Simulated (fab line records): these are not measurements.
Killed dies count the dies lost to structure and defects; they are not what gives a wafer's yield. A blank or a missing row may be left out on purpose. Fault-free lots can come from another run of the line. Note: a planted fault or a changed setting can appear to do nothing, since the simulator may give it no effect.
Comparing a struck lot with a sound one    flow sky130    16 steps out of a route of 708
Sound: wafers L164.3, L164.4, L164.6. The struck wafers were L174.1, L174.3, L174.5. The cause is named last.
Each step with rows lists, per side, the tool, then ch with its chambers, then its first start. Under that, the readings that differ: sound wafers    struck wafers    difference of the means    sigmas: that difference in standard deviations of wafers without a fault.
alike: readings whose means differ by less than 2 such deviations, and words and numbers that are the same on both sides. not compared: withheld readings, readings that some wafer has no value for, bounds like >300 that may hide the same value, and numbers for which the record gives no deviation and whose values overlap.
The two part at a step that has a row with sigmas, a row that says differs or no value, or rows on one side only. Numbers that have no deviation but don't overlap get no sigmas and don't part them. A reading that every wafer of one side lacks parts them only if that side has two wafers or more.

first, 3 steps without rows for these wafers: SKY_METAL1_EXPOSE_12 (exposes mask MM1, target cd 140 nm); SKY_METAL1_PEB_13; SKY_METAL1_DEVELOP_14 (develop time 58.85 s).
SKY_METAL1_CD_MEAS_15 targets a cd of 140 nm.
  sound on cd_sem-01 at day 34 02:05; struck on cd_sem-02 at day 36 22:57
reading     sound              struck             difference  sigmas
cd_nm (nm)  142.5 144.1 143.2  140.0 139.9 138.8  -3.7        -2
SKY_METAL1_OVL_MEAS_16:
  sound on overlay-02 at day 34 02:11; struck on overlay-02 at day 36 23:04
  alike: METAL1_OVL
SKY_METAL1_DESCUM_17: chemistry O2, time 8 s.
  sound on rie_metal-02 ch 0,1, day 34 02:13; struck on rie_metal-03 ch 1, day 36 23:06
  alike: drypump_motor_current_A, oes_product_au
  not compared: rf_hours_counter_h
SKY_METAL1_ETCH_18: etches BARC in N2/H2, stops on SiO2, time 45.9 s, target depth 60 nm.
  sound on rie_metal-02 ch 0,1, day 34 02:16; struck on rie_metal-03 ch 1, day 36 23:10
reading                sound              struck             difference  sigmas
bias_w (W)             100.2 100.1 100.2  99.3 99.5 99.5     -0.7        -2
oes_product_au (a.u.)  0.862 0.865 0.867  0.857 0.854 0.851  -0.011      -2
  alike: drypump_motor_current_A, throttle_valve_pct
  not compared: rf_hours_counter_h
SKY_METAL1_METAL_ETCH_19: etches the open film in Cl2/BCl3, stops on SiO2, target depth 360 nm, time 78 s.
  sound on rie_metal-02 ch 0,1, day 34 02:20; struck on rie_metal-03 ch 1, day 36 23:17
  alike: bias_w, drypump_motor_current_A, oes_product_au, throttle_valve_pct
  not compared: rf_hours_counter_h
SKY_METAL1_STRIP_20: strips in O2/N2.
  sound on plasma_asher-01 ch 0,1, day 34 02:25; struck on plasma_asher-03 ch 0,1, day 36 23:28
  alike: drypump_motor_current_A, oes_product_au, strip_time_to_endpoint_s
  not compared: rf_hours_counter_h
then, 3 steps without rows for these wafers: SKY_METAL1_STRIP_21 (strips in post etch residue remover, time 1200 s); SKY_METAL1_CLEAN_22 (cleans in IPA, time 180 s); SKY_METAL1_CLEAN_23 (cleans in O3/DIW).
SKY_VIA1_HDPCVD_00: deposits SiO2, target thk 1030 nm, time 171.7 s.
  sound on hdpcvd-02 ch 0,1, day 34 03:02; struck on hdpcvd-01 ch 0,1,2, day 37 00:21
  alike: pressure_mtorr
SKY_VIA1_THK_MEAS_01:
  sound on film_metro-03 at day 34 03:10; struck on film_metro-04 at day 37 00:28
reading               sound           struck          difference  sigmas
VIA1_HDPCVD_THK (nm)  1047 1042 1066  2110 2108 2107  +1057       +99 or more
SKY_VIA1_CMP_02: polishes SiO2.
  sound on cmp-02 ch 0,2, day 34 03:23; struck on cmp-01 ch 0,1,2, day 37 00:37
  alike: motor_current_A
-- the record jumps here: 12 days lie between the struck wafers' starts before and after (it left off in module VIA1 and takes up again in module PAD_OPEN, whose first step shown is number 708 of the route) --
SKY_PAD_OPEN_PROBE_99:
  the record has rows for the struck wafers here (prober-02, day 48 22:34) and none for the sound ones

== WHERE THEY PART ==
Earliest at SKY_METAL1_CD_MEAS_15; latest, in this record, at SKY_PAD_OPEN_PROBE_99.

WHY: the cause the simulator had injected
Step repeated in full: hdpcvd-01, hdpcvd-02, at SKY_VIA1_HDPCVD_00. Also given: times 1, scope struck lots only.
